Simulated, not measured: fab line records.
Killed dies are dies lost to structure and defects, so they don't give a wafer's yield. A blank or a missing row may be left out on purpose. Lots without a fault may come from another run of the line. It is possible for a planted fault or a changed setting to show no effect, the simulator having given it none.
fab line records    flow gf180mcu
[record] lots = 13  wafers = 39  lastDay = 34
route steps=602 shown NWELL@50 VT_IMPLANT@123 HV_LDD@183
lots with no fault: from the same line, run without faults
startH: start of the lot's first displayed wafer, in hours after the record's first day    waitH: hours from the lot's prior step to this one    " repeats the value in the row above    L1.1+2: one row covering several wafers at once    - no value, or no start was given    * or withheld: withheld    < > ~ a bound
route shown NAME@n: a module of which the file shows steps, and the number in the route of the first    usual: the fault-free wafers' mean and standard deviation    same: alike in all rows    chamber/n: place in a boat    sites: each site's reading    _std_site: how widely they spread, as a standard deviation    _edge_site: inner sites' mean taken away from outer sites' mean    radiusMm: for every site, how far away it sits from the centre of the wafer    mask NAME#n: copy n    behind: the tool/chamber that last shaped the wafer    hold: what put the lot on hold/how long, in hours/how the hold closed    device: the n, p or np transistor that did not switch    end of line: the same wafers' tests at the end of the route    for a step that has no rows: nothing shown but its recipe    killed: dies that structure and defects cost at the first sort, which is not the same as the wafer's yield    map: a wafer's dies, x killed, . not, _ none there
set.NAME: the setting that was run; set.NAME@STEP: the one run at that earlier step    model.NAME: the simulator's own value behind a step, which no gauge read
the route's steps for a sample of lots (tables are steps, rows are wafers)
services: the hour from which a tool's chamber was out of use, counted from the record's first day as startH (under 0 if before that day), plus the number of hours and why
[[steps]]
[step GF_NWELL_IMPLANT_08]
[recipe] species = P  energyKev = 450  doseCm2 = 1.5e+13  tiltDeg = 0
[usual] tiltDeg = 0.005/0.02
lot.wafer  tool          chamber  startH  waitH  tiltDeg
L117.2     implanter-04  0        55.92   0.0    -0.009
L117.3     "             0        "       "      0.018
L117.6     "             0        "       "      -0.007
L118.1     implanter-03  0        61.45   0.0    0.008
L118.3     "             0        "       "      0.030
L118.6     "             0        "       "      0.046
L119.4     implanter-04  0        68.29   0.1    -0.011
L119.5     "             0        "       "      -0.001
L119.6     "             0        "       "      0.009
L120.4     implanter-03  0        71.39   0.1    0.011
L120.5     "             0        "       "      0.016
L120.6     "             0        "       "      0.053
L123.1     implanter-03  0        89.19   0.0    0.038
L123.2     "             0        "       "      -0.011
L123.3     "             0        "       "      -0.016
L124.3     implanter-01  0        96.04   0.1    0.025
L124.4     "             0        "       "      0.022
L124.6     "             0        "       "      0.024
L130.1     implanter-03  0        127.60  0.0    2.828
L130.2     "             0        "       "      2.817
L130.6     "             0        "       "      2.827
L131.1     implanter-04  0        132.69  0.0    0.017
L131.3     "             0        "       "      -0.005
L131.6     "             0        "       "      0.002
L132.1     implanter-03  0        137.95  0.0    2.860
L132.2     "             0        "       "      2.873
L132.6     "             0        "       "      2.856
L135.1     implanter-04  0        155.49  0.0    -0.002
L135.4     "             0        "       "      0.001
L135.6     "             0        "       "      0.013
L137.1     implanter-04  0        167.09  0.0    -0.007
L137.3     "             0        "       "      -0.010
L137.4     "             0        "       "      0.012
L138.2     implanter-04  0        171.27  0.0    0.019
L138.3     "             0        "       "      0.005
L138.6     "             0        "       "      -0.025
L140.2     implanter-01  0        184.42  0.0    -0.012
L140.3     "             0        "       "      -0.013
L140.4     "             0        "       "      -0.035
[step GF_NWELL_TW_MEAS_11]
[usual] NWELL_TW = 1574/13
lot.wafer  tool          chamber  startH  waitH  hold                     NWELL_TW
L117.2     filmMetro-04  -        56.30   0.1    -                        1567
L117.3     "             -        "       "      -                        1571
L117.6     "             -        "       "      -                        1586
L118.1     filmMetro-03  -        61.85   0.1    -                        1572
L118.3     "             -        "       "      -                        1571
L118.6     "             -        "       "      -                        1581
L119.4     filmMetro-01  -        68.65   0.1    -                        1562
L119.5     "             -        "       "      -                        1572
L119.6     "             -        "       "      -                        1559
L120.4     filmMetro-04  -        71.75   0.1    -                        1572
L120.5     "             -        "       "      -                        1572
L120.6     "             -        "       "      -                        1575
L123.1     filmMetro-03  -        89.59   0.1    -                        1584
L123.2     "             -        "       "      -                        1595
L123.3     "             -        "       "      -                        1591
L124.3     filmMetro-03  -        96.41   0.1    -                        1591
L124.4     "             -        "       "      -                        1599
L124.6     "             -        "       "      -                        1587
L130.1     filmMetro-03  -        128.00  0.1    awaitDispo/0.2h/release  1748
L130.2     "             -        "       "      awaitDispo/0.2h/release  1734
L130.6     "             -        "       "      awaitDispo/0.2h/release  1742
L130.1     filmMetro-03  -        128.22  0.2    -                        1747
L130.2     "             -        "       "      -                        1743
L130.6     "             -        "       "      -                        1739
L131.1     filmMetro-01  -        133.09  0.1    -                        1562
L131.3     "             -        "       "      -                        1566
L131.6     "             -        "       "      -                        1569
L132.1     filmMetro-04  -        138.35  0.1    awaitDispo/0.2h/release  1713
L132.2     "             -        "       "      awaitDispo/0.2h/release  1719
L132.6     "             -        "       "      awaitDispo/0.2h/release  1709
L132.1     filmMetro-04  -        138.57  0.2    -                        1702
L132.2     "             -        "       "      -                        1712
L132.6     "             -        "       "      -                        1706
L135.1     filmMetro-03  -        155.89  0.1    -                        1581
L135.4     "             -        "       "      -                        1585
L135.6     "             -        "       "      -                        1575
L137.1     filmMetro-01  -        167.49  0.1    -                        1562
L137.3     "             -        "       "      -                        1562
L137.4     "             -        "       "      -                        1570
L138.2     filmMetro-04  -        171.65  0.1    -                        1555
L138.3     "             -        "       "      -                        1548
L138.6     "             -        "       "      -                        1566
L140.2     filmMetro-04  -        184.80  0.1    -                        1569
L140.3     "             -        "       "      -                        1567
L140.4     "             -        "       "      -                        1570
[step GF_VT_IMPLANT_DEHYDRATE_33]
[recipe] tempC = 200  timeS = 62.6
[usual] plateSensorTCentreC = 201.07/0.01  plateSensorTEdgeC = 201.56/0.01
lot.wafer  tool           chamber  startH  waitH  plateSensorTCentreC  plateSensorTEdgeC
L117.2     lithoTrack-01  0        149.24  7.1    201.06               201.54
L117.3     "              0        "       "      201.07               201.55
L117.6     "              0        "       "      201.06               201.55
L118.1     lithoTrack-04  0        155.73  7.2    201.07               201.56
L118.3     "              0        "       "      201.08               201.55
L118.6     "              0        "       "      201.08               201.56
L119.4     lithoTrack-01  0        163.34  7.3    201.07               201.54
L119.5     "              0        "       "      201.09               201.54
L119.6     "              0        "       "      201.06               201.54
L120.4     lithoTrack-04  0        169.10  7.9    201.06               201.57
L120.5     "              0        "       "      201.09               201.55
L120.6     "              0        "       "      201.09               201.57
L123.1     lithoTrack-01  0        191.06  6.9    201.07               201.55
L123.2     "              0        "       "      201.07               201.56
L123.3     "              0        "       "      201.08               201.58
L124.3     lithoTrack-03  0        196.61  7.9    201.1                201.56
L124.4     "              0        "       "      201.07               201.57
L124.6     "              0        "       "      201.07               201.56
L130.1     lithoTrack-01  0        236.21  8.3    201.08               201.55
L130.2     "              0        "       "      201.07               201.55
L130.6     "              0        "       "      201.07               201.56
L131.1     lithoTrack-04  0        241.43  8.7    201.07               201.56
L131.3     "              0        "       "      201.08               201.55
L131.6     "              0        "       "      201.08               201.55
L132.1     lithoTrack-03  0        249.00  8.5    201.06               201.56
L132.2     "              0        "       "      201.08               201.55
L132.6     "              0        "       "      201.07               201.56
L135.1     lithoTrack-03  0        268.05  8.3    201.07               201.55
L135.4     "              0        "       "      201.07               201.55
L135.6     "              0        "       "      201.09               201.56
L137.1     lithoTrack-01  0        284.76  9.6    201.08               201.56
L137.3     "              0        "       "      201.08               201.56
L137.4     "              0        "       "      201.06               201.56
L138.2     lithoTrack-04  0        288.50  9.2    201.08               201.55
L138.3     "              0        "       "      201.05               201.56
L138.6     "              0        "       "      201.08               201.56
L140.2     lithoTrack-03  0        303.08  9.5    201.06               201.56
L140.3     "              0        "       "      201.06               201.57
L140.4     "              0        "       "      201.08               201.54
[step GF_VT_IMPLANT_RS_MEAS_47]
[recipe] thkMeasGauge = four-point-probe
[usual] NWELL_RS = 487.6/1.3
lot.wafer  tool          chamber  startH  waitH  hold                     NWELL_RS[ohm/sq]
L117.2     filmMetro-01  -        158.22  0.1    -                        487.2
L117.3     "             -        "       "      -                        487.6
L117.6     "             -        "       "      -                        486.5
L118.1     filmMetro-04  -        164.84  0.1    -                        489.4
L118.3     "             -        "       "      -                        487.4
L118.6     "             -        "       "      -                        487.7
L119.4     filmMetro-04  -        172.39  0.1    -                        487.7
L119.5     "             -        "       "      -                        488.2
L119.6     "             -        "       "      -                        487.0
L120.4     filmMetro-04  -        178.73  0.1    -                        489.1
L120.5     "             -        "       "      -                        488.5
L120.6     "             -        "       "      -                        487.4
L123.1     filmMetro-03  -        200.53  0.1    -                        489.1
L123.2     "             -        "       "      -                        487.4
L123.3     "             -        "       "      -                        487.4
L124.3     filmMetro-03  -        206.67  0.1    -                        487.9
L124.4     "             -        "       "      -                        486.8
L124.6     "             -        "       "      -                        486.7
L130.1     filmMetro-04  -        246.48  0.1    awaitDispo/0.2h/release  623.2
L130.2     "             -        "       "      awaitDispo/0.2h/release  627.7
L130.6     "             -        "       "      awaitDispo/0.2h/release  623.9
L130.1     filmMetro-04  -        246.84  0.3    -                        623.5
L130.2     "             -        "       "      -                        626.1
L130.6     "             -        "       "      -                        624.3
L131.1     filmMetro-04  -        251.60  0.1    -                        487.1
L131.3     "             -        "       "      -                        487.1
L131.6     "             -        "       "      -                        487.1
L132.1     filmMetro-04  -        259.67  0.1    awaitDispo/0.2h/release  625.9
L132.2     "             -        "       "      awaitDispo/0.2h/release  626.4
L132.6     "             -        "       "      awaitDispo/0.2h/release  626.8
L132.1     filmMetro-04  -        260.03  0.3    -                        626.9
L132.2     "             -        "       "      -                        625.6
L132.6     "             -        "       "      -                        626.2
L135.1     filmMetro-03  -        278.95  0.1    -                        487.0
L135.4     "             -        "       "      -                        487.1
L135.6     "             -        "       "      -                        485.9
L137.1     filmMetro-01  -        295.97  0.1    -                        488.0
L137.3     "             -        "       "      -                        488.1
L137.4     "             -        "       "      -                        486.7
L138.2     filmMetro-01  -        299.46  0.1    -                        489.2
L138.3     "             -        "       "      -                        490.6
L138.6     "             -        "       "      -                        487.4
L140.2     filmMetro-04  -        314.34  0.1    -                        488.0
L140.3     "             -        "       "      -                        486.6
L140.4     "             -        "       "      -                        486.1
[step GF_HV_LDD_CD_MEAS_07]
[recipe] targetCdNm = 400
[usual] cdNm = 399.9/2.4
lot.wafer  tool      chamber  startH  waitH  cdNm
L117.2     cdSem-01  -        218.07  0.1    400.3
L117.3     "         -        "       "      399.0
L117.6     "         -        "       "      396.4
L118.1     cdSem-01  -        226.10  0.1    401.1
L118.3     "         -        "       "      400.0
L118.6     "         -        "       "      401.1
L119.4     cdSem-02  -        229.87  0.1    402.2
L119.5     "         -        "       "      402.2
L119.6     "         -        "       "      404.2
L120.4     cdSem-02  -        238.14  0.1    398.6
L120.5     "         -        "       "      397.4
L120.6     "         -        "       "      398.3
L123.1     cdSem-01  -        263.65  0.1    403.6
L123.2     "         -        "       "      401.5
L123.3     "         -        "       "      401.0
L124.3     cdSem-02  -        270.11  0.2    400.3
L124.4     "         -        "       "      400.2
L124.6     "         -        "       "      400.8
L131.1     cdSem-02  -        317.66  0.1    399.9
L131.3     "         -        "       "      397.5
L131.6     "         -        "       "      398.5
L135.1     cdSem-01  -        348.81  0.1    399.0
L135.4     "         -        "       "      401.6
L135.6     "         -        "       "      401.2
L137.1     cdSem-01  -        368.42  0.1    399.0
L137.3     "         -        "       "      397.0
L137.4     "         -        "       "      400.7
L138.2     cdSem-01  -        373.93  0.1    399.0
L138.3     "         -        "       "      398.1
L138.6     "         -        "       "      399.8
L140.2     cdSem-02  -        387.09  0.1    396.3
L140.3     "         -        "       "      396.9
L140.4     "         -        "       "      396.1
[step GF_HV_LDD_OVL_MEAS_08]
[usual] HV_LDD_OVL = 1.3/1.5
lot.wafer  tool        chamber  startH  waitH  HV_LDD_OVL[nm]
L117.2     overlay-01  -        218.17  0.1    2.1
L117.3     "           -        "       "      2.6
L117.6     "           -        "       "      1.5
L118.1     overlay-02  -        226.22  0.1    -0.4
L118.3     "           -        "       "      0.0
L118.6     "           -        "       "      -1.5
L119.4     overlay-01  -        229.95  0.1    1.5
L119.5     "           -        "       "      1.8
L119.6     "           -        "       "      1.6
L120.4     overlay-02  -        238.21  0.1    1.4
L120.5     "           -        "       "      1.2
L120.6     "           -        "       "      0.4
L123.1     overlay-01  -        263.77  0.1    2.2
L123.2     "           -        "       "      3.4
L123.3     "           -        "       "      1.6
L124.3     overlay-02  -        270.21  0.1    2.2
L124.4     "           -        "       "      2.3
L124.6     "           -        "       "      2.3
L131.1     overlay-02  -        317.78  0.1    2.2
L131.3     "           -        "       "      2.2
L131.6     "           -        "       "      1.5
L135.1     overlay-02  -        348.93  0.1    5.3
L135.4     "           -        "       "      2.4
L135.6     "           -        "       "      4.0
L137.1     overlay-01  -        368.54  0.1    -1.1
L137.3     "           -        "       "      0.6
L137.4     "           -        "       "      -0.6
L138.2     overlay-01  -        374.03  0.1    1.5
L138.3     "           -        "       "      -0.2
L138.6     "           -        "       "      -0.5
L140.2     overlay-01  -        387.20  0.1    0.7
L140.3     "           -        "       "      2.2
L140.4     "           -        "       "      0.7
[[services]]
tool          chamber  startH  hours  kind
implanter-01  -        98.03   7.6    pm
implanter-03  -        102.13  1.4    repair
implanter-03  -        124.15  3.2    pm
implanter-01  -        132.11  1.2    repair
implanter-04  -        142.93  6.6    repair
implanter-01  -        172.00  0.6    repair
implanter-01  -        220.09  5.1    pm
[[key]]
[firstSign] step = GF_NWELL_IMPLANT_08  reading = tiltDeg  direction = up  sigmas = 99+  usual = 0.005  struck = 2.844
[effect] step = GF_NWELL_TW_MEAS_11  reading = visit  direction = added
[effect] step = GF_NWELL_TW_MEAS_11  reading = NWELL_TW  direction = up  sigmas = 12  usual = 1574  struck = 1728
[effect] step = GF_VT_IMPLANT_RS_MEAS_47  reading = NWELL_RS  direction = up  sigmas = 99+  usual = 487.6  struck = 625.7
metAt GF_NWELL_IMPLANT_08
struckLots L130,L132
scrappedBehind GF_VT_IMPLANT_RS_MEAS_47 L130.1,L130.2,L130.6,L132.1,L132.2,L132.6
notActingAt GF_VT_IMPLANT_DEHYDRATE_33,GF_HV_LDD_CD_MEAS_07,GF_HV_LDD_OVL_MEAS_08
onsetBetween 89.19 127.60
[fault] kind = processParameterDrift  tool = implanter-03  chamber = -  onsetH = 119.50  steps = GF_NWELL_IMPLANT_08  channel = tiltDeg  offset = 2.8445  shape = step  endH = 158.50  actsIn = theseRecipesOnly  stated = 0
